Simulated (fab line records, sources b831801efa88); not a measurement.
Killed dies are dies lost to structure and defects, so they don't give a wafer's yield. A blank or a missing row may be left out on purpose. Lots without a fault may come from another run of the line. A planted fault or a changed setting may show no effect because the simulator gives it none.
Problem report in the 8D (eight disciplines) form, filled by code | flow sky130 | the parts of the form that need people (team, actions taken, sign-off) are left out

1. THE PROBLEM
bias_w at SKY_POLY_GATE_ETCH_15 reads a mean of 96.5 W on 6 wafers of 2 lots; wafers without a fault read 100.0 W with a standard deviation of 0.32. That is -11 standard deviations from the usual mean.
The step: etches BARC in N2/H2, stops on SiO2, time 118.5 s, target depth 110 nm.
First seen on wafer L915.4, day 23 06:26, on rie_diel-03. The record holds 36 wafers of 12 lots with a number at this step. Rule for "out", or "out of limits": more than 4 standard deviations from the usual mean. The other wafers with a number count as sound.

2. WHAT IT IS AND WHAT IT IS NOT
question                    | is                     | is not
which readings at this step | bias_w                 | h2_flow_sccm, throttle_valve_pct
which lots                  | L915, L916             | L899, L900, L903, L904, L905, L908, L910, L918, L919, L920
which wafers of those lots  | all that have a number | -
read on which tools         | rie_diel-03            | rie_diel-01, rie_diel-04
when                        | from day 23 06:26      | up to then (21 sound wafers); but 9 sound wafers of L918, L919, L920 came after

3. SUSPECTS, AND WHAT RULES EACH OUT
Counting: a tool at a process step up to the reading stays a suspect if it ran every lot that is out and no sound lot after the first of them.
- plasma_asher-01 at SKY_GATE_OXIDE_STRIP_13 (strips in O2/N2): kept. It ran every lot that is out, first L915 (day 20 09:21), and no sound lot after that; its last sound lot up to then is L910 (day 19 10:09).
- rie_diel-03 at SKY_POLY_GATE_ETCH_15 (etches BARC in N2/H2, stops on SiO2, time 118.5 s, target depth 110 nm): kept. It ran every lot that is out, first L915 (day 23 06:26), and no sound lot after that; its last sound lot up to then is L908 (day 21 00:11). Its own readings are out on those wafers: bias_w.
Left after counting: plasma_asher-01 at SKY_GATE_OXIDE_STRIP_13, rie_diel-03 at SKY_POLY_GATE_ETCH_15.

4. THE CAUSE (what the simulator had put in)
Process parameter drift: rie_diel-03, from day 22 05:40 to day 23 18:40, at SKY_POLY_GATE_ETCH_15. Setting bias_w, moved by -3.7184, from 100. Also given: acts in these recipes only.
Counting left 2 suspects, and this tool is among them.

5. THE CHAIN OF EFFECTS, in route order
Each row: a reading whose mean over the struck wafers that have a number lies more than 3 standard deviations from the usual. Only readings for which the record gives a usual standard deviation are gone through. hours: the time from each lot's start at the first step in this table that gives one to its start at this step, as a median over the lots. sigmas: the change in usual standard deviations.
hours | step                  | reading | usual   | on struck wafers | change | sigmas
0     | SKY_POLY_GATE_ETCH_15 | bias_w  | 100.0 W | 96.5             | -3.5   | -11
The process steps in it:
- SKY_POLY_GATE_ETCH_15: etches BARC in N2/H2, stops on SiO2, time 118.5 s, target depth 110 nm.
Later measuring or inspecting steps at which every struck wafer that the step has a row for has a number for every such reading, and none has moved that far: SKY_LDD_N_OVL_MEAS_07.

6. WHAT WOULD HAVE CAUGHT IT SOONER
In this record the first reading out of limits was taken at day 23 06:26, 25 hours after the fault began at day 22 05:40.
